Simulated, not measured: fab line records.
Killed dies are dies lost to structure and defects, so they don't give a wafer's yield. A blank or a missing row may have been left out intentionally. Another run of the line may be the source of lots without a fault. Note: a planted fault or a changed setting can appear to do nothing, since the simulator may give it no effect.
Code-filled problem report in 8D (eight disciplines) form	flow sky130	the parts of the form that need people (team, actions taken, sign-off) are left out

== 1. THE PROBLEM ==
Wafers without a fault read 43, standard deviation 7; killed_at_M0_to_M3 at SKY_PAD_OPEN_PROBE_99 reads a mean of 332 on 2 wafers belonging to 2 lots. Measured from the usual mean, that is +41 standard deviations.
First seen on wafer L764.4, day 47 13:20, on prober-02. The record has a number at this step for 33 wafers belonging to 11 lots. By rule, "out" or "out of limits" means more than 4 standard deviations away from the usual mean. Any other wafer with a number is counted as sound.

== 2. WHAT IT IS AND WHAT IT IS NOT ==
question	is	is not
which readings at this step	killed_at_M0_to_M3, defectLimitedYield, killedDies, killedOnRim, sort_bin_3_pad_short, sort_bin_5_function, sort_bin_6_memory, sortNPass, sortYieldPct	killed_at_M4_up, killedAtOther
which lots	L764, L774	L762, L763, L765, L775, L777, L779, L781, L783, L785
which wafers of those lots	L764.4, L774.3	L764.3, L764.6, L774.4, L774.6
read on which tools	prober-01, prober-02	-
when	from day 47 13:20	up to then (10 sound wafers); but 21 sound wafers of L764, L774, L775, L777, L779, L781, L783, L785 came after

== 3. WHAT RULES OUT EACH SUSPECT ==
Counting: if a tool at a process step up to the reading ran every lot that is out, it stays a suspect. Sound lots after the first of them don't rule it out here, since some wafers of a struck lot are sound.
- cmp-02 at SKY_VIA1_CMP_02 (polishes SiO2): kept. It processed each lot that is out (first: L764, day 35 00:33); up to then, its last sound lot is L763 (day 32 21:54).
- rieMetal-03 at SKY_METAL2_ETCH_18 (etches BARC in N2/H2, stops on SiO2, time 45.9 s, target depth 60 nm): kept. It processed each lot that is out (first: L764, day 37 06:49); up to then, its last sound lot is L763 (day 35 06:07).
- cmp-01 at SKY_VIA3_CMP_24 (polishes, stops on SiO2, t overpolish 20 s, target thk 0 nm): kept. It processed each lot that is out (first: L764, day 41 17:56); up to then, its last sound lot is L765 (day 41 16:49).
- cmp-01, SKY_VIA3_CMP_24: wafers that are out in chamber 0, sound lot-mates in chambers 1, 2.
Still standing after the count: cmp-02 at SKY_VIA1_CMP_02, rieMetal-03 at SKY_METAL2_ETCH_18, cmp-01 at SKY_VIA3_CMP_24.

== 4. THE CAUSE (what the simulator had put in) ==
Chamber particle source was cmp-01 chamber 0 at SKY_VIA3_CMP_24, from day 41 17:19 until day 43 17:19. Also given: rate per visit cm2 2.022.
Counting left 3 suspects, and this tool is among them.

== 5. THE EFFECT CHAIN, in route order ==
Each row: a reading whose mean over the struck wafers that have a number lies more than 3 standard deviations from the usual. Readings are gone through only where the record gives a usual standard deviation; hours: the median, over the lots, of the time from a lot's start at the first step in this table giving one to that lot's start at this step; sigmas: the change measured in usual standard deviations.
hours	step	reading	usual	on struck wafers	change	sigmas
0	SKY_PAD_OPEN_PROBE_99	defectLimitedYield	82.6 %	27.9	-54.7	-30
0	SKY_PAD_OPEN_PROBE_99	killed_at_M0_to_M3	43	332	+290	+41
0	SKY_PAD_OPEN_PROBE_99	killedDies	86	355	+269	+30
0	SKY_PAD_OPEN_PROBE_99	killedOnRim	16	69	+53	+15
0	SKY_PAD_OPEN_PROBE_99	killedOpen	46	24	-22	-3.3
0	SKY_PAD_OPEN_PROBE_99	sort_bin_3_pad_short	0.9 %	6.5	+5.6	+12
0	SKY_PAD_OPEN_PROBE_99	sort_bin_5_function	10.3 %	49.3	+39.0	+28
0	SKY_PAD_OPEN_PROBE_99	sort_bin_6_memory	6.2 %	16.4	+10.2	+9.3
0	SKY_PAD_OPEN_PROBE_99	sortNPass	406	137	-269	-30
0	SKY_PAD_OPEN_PROBE_99	sortYieldPct	82.6 %	27.9	-54.7	-30
The process steps in it:
- SKY_PAD_OPEN_PROBE_99

== 6. WHAT WOULD HAVE CAUGHT IT SOONER ==
First out-of-limits reading in this record: day 47 13:20, which is 140 hours after fault onset at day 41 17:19.
Tool readings at SKY_VIA3_CMP_24 with a usual standard deviation given in the record: none out on any struck wafer, hence no alarm at a limit of 4 standard deviations on them.
The start of SKY_VIA3_CMP_24 on cmp-01 came by day 47 13:20 for every one of the lots that are out (2). None of them would have been spared by holding the tool at that moment.
